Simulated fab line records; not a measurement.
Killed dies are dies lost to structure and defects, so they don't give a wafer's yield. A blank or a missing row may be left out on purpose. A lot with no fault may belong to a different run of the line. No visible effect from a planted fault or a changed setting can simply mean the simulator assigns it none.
Which tool is to blame? / flow sky130 / Sampling: 14 lots, 42 wafers, 4 of 708 route steps

== WHAT THE GAUGES READ, wafer by wafer ==
SKY_CONTACT_CD_MEAS_14: the cd target is 170 nm.
lot=L199; measured=day 32 05:17; on=cd_sem-01; cd_nm (nm)=169.3 169.1 167.9
lot=L198; measured=day 32 11:23; on=cd_sem-02; cd_nm (nm)=169.4 169.8 169.1
lot=L201; measured=day 32 19:05; on=cd_sem-01; cd_nm (nm)=172.2 172.2 171.8
lot=L200; measured=day 33 00:45; on=cd_sem-01; cd_nm (nm)=168.0 169.3 169.3
lot=L202; measured=day 33 11:10; on=cd_sem-01; cd_nm (nm)=168.9 169.1 169.4
lot=L207; measured=day 35 02:14; on=cd_sem-01; cd_nm (nm)=170.4 170.6 169.5
lot=L208; measured=day 35 04:15; on=cd_sem-02; cd_nm (nm)=170.6 171.0 170.3
lot=L210; measured=day 35 07:14; on=cd_sem-01; cd_nm (nm)=171.0 172.4 170.7
lot=L213; measured=day 36 22:22; on=cd_sem-02; cd_nm (nm)=171.1 170.9 169.1
lot=L216; measured=day 37 14:23; on=cd_sem-02; cd_nm (nm)=172.1 171.0 170.8
lot=L217; measured=day 37 14:47; on=cd_sem-02; cd_nm (nm)=171.5 173.1 171.9
lot=L219; measured=day 38 04:50; on=cd_sem-01; cd_nm (nm)=168.9 168.5 168.8
lot=L218; measured=day 38 07:11; on=cd_sem-02; cd_nm (nm)=169.5 169.6 168.1
lot=L220; measured=day 38 20:43; on=cd_sem-02; cd_nm (nm)=171.3 172.2 170.8

SKY_CONTACT_RS_MEAS_25: uses a four-point probe to measure.
lot=L199; measured=day 32 06:25; on=film_metro-01; CONTACT_W_RS (ohm/sq)=0.3388 0.3382 0.3387
lot=L198; measured=day 32 12:28; on=film_metro-01; CONTACT_W_RS (ohm/sq)=0.3387 0.3343 0.3358
lot=L201; measured=day 32 20:10; on=film_metro-01; CONTACT_W_RS (ohm/sq)=0.3376 0.3394 0.3383
lot=L200; measured=day 33 01:49; on=film_metro-04; CONTACT_W_RS (ohm/sq)=0.3410 0.3333 0.3393
lot=L202; measured=day 33 12:13; on=film_metro-01; CONTACT_W_RS (ohm/sq)=0.3385 0.3387 0.3398
lot=L207; measured=day 35 03:20; on=film_metro-01; CONTACT_W_RS (ohm/sq)=0.3345 0.3352 0.3336
lot=L208; measured=day 35 05:20; on=film_metro-04; CONTACT_W_RS (ohm/sq)=0.3306 0.3385 0.3362
lot=L210; measured=day 35 08:17; on=film_metro-01; CONTACT_W_RS (ohm/sq)=0.3372 0.3343 0.3301
lot=L213; measured=day 36 23:25; on=film_metro-01; CONTACT_W_RS (ohm/sq)=0.3362 0.3371 0.3343
lot=L216; measured=day 37 15:29; on=film_metro-01; CONTACT_W_RS (ohm/sq)=0.3309 0.3371 0.3366
lot=L217; measured=day 37 15:50; on=film_metro-03; CONTACT_W_RS (ohm/sq)=0.3348 0.3392 0.3368
lot=L219; measured=day 38 05:53; on=film_metro-01; CONTACT_W_RS (ohm/sq)=0.3381 0.3382 0.3384
lot=L218; measured=day 38 08:16; on=film_metro-01; CONTACT_W_RS (ohm/sq)=0.3396 0.3368 0.3391
lot=L220; measured=day 38 21:46; on=film_metro-01; CONTACT_W_RS (ohm/sq)=0.3373 0.3356 0.3331

== WHICH TOOL RAN EACH LOT (tool, then ch and the chambers of the sampled wafers, then the start) ==
lot=L199; SKY_CONTACT_DEVELOP_13=litho_track-04 ch 0, day 32 05:00; SKY_CONTACT_SPUTTER_23=pvd_sputter-02, day 32 06:15
lot=L198; SKY_CONTACT_DEVELOP_13=litho_track-01 ch 0, day 32 11:00; SKY_CONTACT_SPUTTER_23=pvd_sputter-03, day 32 12:16
lot=L201; SKY_CONTACT_DEVELOP_13=litho_track-03 ch 0, day 32 18:00; SKY_CONTACT_SPUTTER_23=pvd_sputter-02, day 32 20:00
lot=L200; SKY_CONTACT_DEVELOP_13=litho_track-04 ch 0, day 33 00:00; SKY_CONTACT_SPUTTER_23=pvd_sputter-03, day 33 01:38
lot=L202; SKY_CONTACT_DEVELOP_13=litho_track-01 ch 0, day 33 11:00; SKY_CONTACT_SPUTTER_23=pvd_sputter-04, day 33 12:01
lot=L207; SKY_CONTACT_DEVELOP_13=litho_track-04 ch 0, day 35 02:00; SKY_CONTACT_SPUTTER_23=pvd_sputter-02, day 35 03:10
lot=L208; SKY_CONTACT_DEVELOP_13=litho_track-01 ch 0, day 35 04:00; SKY_CONTACT_SPUTTER_23=pvd_sputter-03, day 35 05:07
lot=L210; SKY_CONTACT_DEVELOP_13=litho_track-01 ch 0, day 35 07:00; SKY_CONTACT_SPUTTER_23=pvd_sputter-03, day 35 08:07
lot=L213; SKY_CONTACT_DEVELOP_13=litho_track-04 ch 0, day 36 22:00; SKY_CONTACT_SPUTTER_23=pvd_sputter-02, day 36 23:14
lot=L216; SKY_CONTACT_DEVELOP_13=litho_track-03 ch 0, day 37 14:00; SKY_CONTACT_SPUTTER_23=pvd_sputter-02, day 37 15:19
lot=L217; SKY_CONTACT_DEVELOP_13=litho_track-03 ch 0, day 37 14:00; SKY_CONTACT_SPUTTER_23=pvd_sputter-03, day 37 15:38
lot=L219; SKY_CONTACT_DEVELOP_13=litho_track-04 ch 0, day 38 04:00; SKY_CONTACT_SPUTTER_23=pvd_sputter-04, day 38 05:43
lot=L218; SKY_CONTACT_DEVELOP_13=litho_track-01 ch 0, day 38 07:00; SKY_CONTACT_SPUTTER_23=pvd_sputter-02, day 38 08:06
lot=L220; SKY_CONTACT_DEVELOP_13=litho_track-03 ch 0, day 38 20:00; SKY_CONTACT_SPUTTER_23=pvd_sputter-04, day 38 21:34
- SKY_CONTACT_DEVELOP_13: develop time 60 s.
- SKY_CONTACT_SPUTTER_23: material TiN, target thk 20 nm, time 80 s.

== AS READ BY THE TOOLS THEMSELVES (means over the sampled wafers that have a number; for cases with no such wafer, the mark the record gives instead) ==
SKY_CONTACT_DEVELOP_13.
lot=L199; tool=litho_track-04; chill_plate_temp_C (C)=22.91; developer_temp_C (C)=20.88
lot=L198; tool=litho_track-01; chill_plate_temp_C (C)=23.10; developer_temp_C (C)=21.09
lot=L201; tool=litho_track-03; chill_plate_temp_C (C)=22.93; developer_temp_C (C)=21.08
lot=L200; tool=litho_track-04; chill_plate_temp_C (C)=22.96; developer_temp_C (C)=21.03
lot=L202; tool=litho_track-01; chill_plate_temp_C (C)=23.08; developer_temp_C (C)=20.97
lot=L207; tool=litho_track-04; chill_plate_temp_C (C)=23.13; developer_temp_C (C)=20.94
lot=L208; tool=litho_track-01; chill_plate_temp_C (C)=22.97; developer_temp_C (C)=21.59
lot=L210; tool=litho_track-01; chill_plate_temp_C (C)=23.07; developer_temp_C (C)=21.60
lot=L213; tool=litho_track-04; chill_plate_temp_C (C)=23.07; developer_temp_C (C)=20.82
lot=L216; tool=litho_track-03; chill_plate_temp_C (C)=22.97; developer_temp_C (C)=21.01
lot=L217; tool=litho_track-03; chill_plate_temp_C (C)=23.02; developer_temp_C (C)=20.81
lot=L219; tool=litho_track-04; chill_plate_temp_C (C)=22.90; developer_temp_C (C)=21.06
lot=L218; tool=litho_track-01; chill_plate_temp_C (C)=23.05; developer_temp_C (C)=21.06
lot=L220; tool=litho_track-03; chill_plate_temp_C (C)=22.95; developer_temp_C (C)=21.01

SKY_CONTACT_SPUTTER_23.
lot=L199; tool=pvd_sputter-02; throttle_valve_pct (%)=28.9
lot=L198; tool=pvd_sputter-03; throttle_valve_pct (%)=32.6
lot=L201; tool=pvd_sputter-02; throttle_valve_pct (%)=28.9
lot=L200; tool=pvd_sputter-03; throttle_valve_pct (%)=32.0
lot=L202; tool=pvd_sputter-04; throttle_valve_pct (%)=29.7
lot=L207; tool=pvd_sputter-02; throttle_valve_pct (%)=29.0
lot=L208; tool=pvd_sputter-03; throttle_valve_pct (%)=31.2
lot=L210; tool=pvd_sputter-03; throttle_valve_pct (%)=32.8
lot=L213; tool=pvd_sputter-02; throttle_valve_pct (%)=28.4
lot=L216; tool=pvd_sputter-02; throttle_valve_pct (%)=28.8
lot=L217; tool=pvd_sputter-03; throttle_valve_pct (%)=30.3
lot=L219; tool=pvd_sputter-04; throttle_valve_pct (%)=29.5
lot=L218; tool=pvd_sputter-02; throttle_valve_pct (%)=29.0
lot=L220; tool=pvd_sputter-04; throttle_valve_pct (%)=29.7

== THE ANSWER, worked out from the rows above alone ==
Rule: usual is defined by the lots themselves. Put in order of their means at a reading, lots are off if they are a third of the lots or fewer, leave a main group of 4 or more, and stand apart from it by a gap of 3 or more times the standard deviation of the main group's means; of several such gaps the widest counts. If all means in a main group match to the digits the tables above print for the reading, that group is not used. A lot without any number at a reading at which 4 lots or more have one is off too. All remaining lots with rows at the step are treated as sound. After the gauges, taken in route order, come the tools' own readings; for these a lot's mean is taken, as printed above. The first step at which some lot is off is used, and at that step the reading that is off furthest; a lot without a number counts as furthest.
Off at SKY_CONTACT_DEVELOP_13 (developer_temp_C): L208, L210. Mean 20.98 C and standard deviation 0.094 in the main group.
A tool fits if, at that step or a process step before it, it ran every lot that is off, and no sound lot after the first of them. No candidate that was tried fits.

== WHAT HAD BEEN PUT IN BY THE SIMULATOR ==
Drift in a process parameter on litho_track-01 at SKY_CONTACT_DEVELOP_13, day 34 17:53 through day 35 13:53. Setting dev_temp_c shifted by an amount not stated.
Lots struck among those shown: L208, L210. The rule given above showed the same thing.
